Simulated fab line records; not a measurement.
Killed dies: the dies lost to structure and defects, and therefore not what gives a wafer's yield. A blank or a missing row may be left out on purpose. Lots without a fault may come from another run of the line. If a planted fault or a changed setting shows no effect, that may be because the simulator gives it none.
2 desks looking at one fault | flow gf180mcu | each desk holds nothing but its own numbers, with what lay behind them at the end

AT THE TOOL OWNER'S DESK: hdpcvd-01
The tool's own readings at GF_V5_CVD_00 (deposits SiO2, target thk 300 nm, time 50 s): means of the sampled wafers that have a number, for each lot that ran on this tool. Any lot whose mean is over 4 standard deviations away from the usual mean is out of limits and marked OUT; that distance is given in the brackets.
Columns: A = pressureMtorr at GF_V5_CVD_00, usual 6.000 mTorr; B = sih4FlowSccm at GF_V5_CVD_00, usual 60.00 sccm
lot  | first seen here | A     | B
L404 | day 26 06:35    | 5.996 | 59.99
L406 | day 27 00:48    | 6.002 | 59.85
L407 | day 27 04:37    | 6.003 | 59.98
L409 | day 28 00:09    | 6.004 | 60.06
L412 | day 28 20:23    | 5.994 | 59.85
L417 | day 30 11:20    | 6.004 | 50.99 (-53) OUT
L418 | day 30 19:14    | 5.985 | 50.84 (-54) OUT
L427 | day 32 21:31    | 6.006 | 60.14
This desk's verdict: out of limits on L417, L418, starting with L417 at day 30 11:20 (sih4FlowSccm at GF_V5_CVD_00). Within limits: L404, L406, L407, L409, L412, L427.

THE METROLOGY DESK
What the gauges read, lot by lot, whatever tool the lot ran on: means of the sampled wafers that have a number. Any lot whose mean is over 4 standard deviations away from the usual mean is out of limits and marked OUT; that distance is given in the brackets.
Columns: A = V5_CVD_00_THK at GF_V5_THK_MEAS_01, usual 300.1 nm
lot  | first seen here | A
L404 | day 26 06:38    | 299.8
L406 | day 27 00:50    | 297.2
L405 | day 27 01:40    | 296.0
L407 | day 27 04:40    | 301.8
L409 | day 28 00:13    | 299.0
L408 | day 28 00:41    | 297.3
L410 | day 28 11:08    | 299.6
L412 | day 28 20:27    | 301.3
L417 | day 30 11:23    | 253.1 (-16) OUT
L418 | day 30 19:17    | 255.7 (-15) OUT
L426 | day 32 17:48    | 302.6
L427 | day 32 21:35    | 303.7
This desk reports L417, L418 out of limits; the earliest was L417 at day 30 11:23 (V5_CVD_00_THK at GF_V5_THK_MEAS_01). Within limits: L404, L406, L405, L407, L409, L408, L410, L412, L426, L427.

BROUGHT TOGETHER
On L417, L418, at day 30 11:20, an alarm was possible from the tool owner's desk.
The metrology desk could have raised an alarm at day 30 11:23, on L417, L418.
The lots listed all ran GF_V5_CVD_00 on hdpcvd-01.

WHAT THE SIMULATOR HAD INSERTED
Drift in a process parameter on hdpcvd-01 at GF_V5_CVD_00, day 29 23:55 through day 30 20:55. From 60, the setting sih4FlowSccm moved by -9. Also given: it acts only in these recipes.
Lots struck among those shown: L417, L418.
Hours from the fault's start to each desk's first reading out of limits: the tool owner's desk, 11; the metrology desk, 11.
